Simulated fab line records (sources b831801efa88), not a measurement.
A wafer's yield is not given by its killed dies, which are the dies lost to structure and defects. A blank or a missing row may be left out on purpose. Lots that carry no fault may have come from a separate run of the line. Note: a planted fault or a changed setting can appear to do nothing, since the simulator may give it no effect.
Split-lot experiment -- flow sfq line -- route with 325 steps; 5 lots, 23 wafers read

== SPLIT DETAILS ==
At SFQ_TRILAYER_M1_LITHO_PEB_042 (peb time 60 s), the setting peb time s was moved away from the recipe's 60 s on 6 of the 23 wafers read, by -10.3% to -7.8%. All remaining wafers had this setting at the recipe value.

== FROM SPLIT TO READING: 1 step shown by the file between the two ==
- SFQ_TRILAYER_M1_LITHO_DEVELOP_041: time 60 s

== THE READING ==
M1.cd nm (the simulator's own value, which no gauge read), in nm, at SFQ_TRILAYER_M1_BARC_OPEN_METAL_ETCH_054 (etches BARC in O2, target depth 125 nm, time 41.7 s). There is no usual value for it anywhere in the file. Here, 17 wafers ran the recipe; their average is 500.4 nm with a standard deviation of 0.83 nm.

wafer,"tool, chamber at the split","peb time s as run, s",against the recipe,"M1.cd nm, nm",against lot-mates on the recipe
L074.1,"litho track-04, 0",60,recipe,500.9,-
L074.2,"litho track-04, 0",60,recipe,500.6,-
L074.4,"litho track-04, 0",60,recipe,500.2,-
L074.5,"litho track-04, 0",60,recipe,500.7,-
L074.6,"litho track-04, 0",60,recipe,501.6,-
L075.1,"litho track-02, 0",60,recipe,500.4,-
L075.2,"litho track-02, 0",60,recipe,501.5,-
L075.3,"litho track-02, 0",60,recipe,500.3,-
L075.4,"litho track-02, 0",60,recipe,500.7,-
L075.6,"litho track-02, 0",60,recipe,500.8,-
L080.1,"litho track-02, 0",55.35,-7.8%,512.2,+12.0
L080.2,"litho track-02, 0",60,recipe,498.8,-
L080.4,"litho track-02, 0",60,recipe,501.6,-
L080.5,"litho track-02, 0",55.35,-7.8%,511.2,+11.0
L080.6,"litho track-02, 0",55.35,-7.8%,511.1,+10.9
L083.3,"litho track-02, 0",60,recipe,500.1,-
L083.4,"litho track-02, 0",60,recipe,500.2,-
L083.6,"litho track-02, 0",60,recipe,499,-
L085.2,"litho track-04, 0",53.82,-10.3%,514.9,+15.5
L085.3,"litho track-04, 0",53.82,-10.3%,515.5,+16.1
L085.4,"litho track-04, 0",53.82,-10.3%,514,+14.6
L085.5,"litho track-04, 0",60,recipe,499.1,-
L085.6,"litho track-04, 0",60,recipe,499.6,-

THE FIT
A straight line over all 23 wafers: M1.cd nm changes by -1.41 nm for each +1% of peb time s; r = -0.99; the points scatter about the line by 0.81 nm.
The same after taking each lot's own level away (the mean of its wafers on the recipe; 23 wafers): -1.49 nm for each +1%; r = -0.99; scatter 0.65 nm.
Per that fit: largest peb time s move, reading shift of 15 nm.
The span of the lots' own levels, 499.35 to 500.80 nm, comes to 1.7 times the standard deviation stated above.
Consequently the slope shifts little with the lot-to-lot level, the two slopes agreeing.
Check: for one of the wafers moved furthest among these (-10.3%), held out of the fit, the line's prediction against its lot-mates is +15.2 nm. It came out at +15.5 nm against them.

== THE FILE'S OWN FIT ==
M1.cd nm changes by -1.49 nm for each +1% of peb time s, r = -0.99.
